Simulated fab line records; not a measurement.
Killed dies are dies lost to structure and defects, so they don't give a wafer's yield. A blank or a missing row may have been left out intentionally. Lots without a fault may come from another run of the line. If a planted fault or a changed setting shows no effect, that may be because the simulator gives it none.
Matching of chambers ; flow gf180mcu ; GF_V4_CMP_04 on cmp-02 has 4 sister chambers
The step polishes SiO2. 7 wafers are shown with their chamber, then 7 later ones without.

## WAFERS PAIRED WITH THEIR CHAMBERS
wafer;chamber;motor current A (A);slurry filter dp kPa (kPa)
L409.5;0;13.3;13.59
L412.4;3;11.2;13.49
L416.3;2;10.7;13.40
L416.4;1;10.2;13.19
L416.6;3;11.8;13.58
L425.3;2;11.4;13.52
L425.4;0;13.0;13.50

## WAFERS WHOSE CHAMBER IS MISSING
wafer;motor current A (A);slurry filter dp kPa (kPa)
L425.6;11.6;13.42
L426.3;10.8;13.50
L426.4;10.2;13.46
L426.5;12.0;13.58
L427.2;10.6;13.43
L427.4;11.6;13.59
L427.6;10.8;13.24

## EACH ONE'S CHAMBER
wafer;from the rows above;in truth
L425.6;can't be placed: 2 or 3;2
L426.3;can't be placed: 2 or 3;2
L426.4;can't be placed: 2 or 3 or 1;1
L426.5;can't be placed: 3 or 2 or 0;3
L427.2;can't be placed: 2 or 3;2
L427.4;can't be placed: 3 or 2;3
L427.6;can't be placed: 1 or 2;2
Correctly placed: 0 of 7. Not placeable from these rows: 7 (in 7, the candidates include the true chamber). Number placed wrongly: 0.
How it was worked out, from the rows above alone: a wafer's distance from a chamber is the root of the sum, over the readings, of the square of ((its reading less the chamber's mean) divided by the reading's scatter). The wafer belongs to the nearest chamber; if the next one is less than 2 further off, it can't be placed. The mean given for a chamber averages the wafers shown for that chamber. The scatter is the square root of a quotient: the sum, over the shown wafers, of each reading's squared deviation from its chamber's mean, divided by wafers minus chambers.
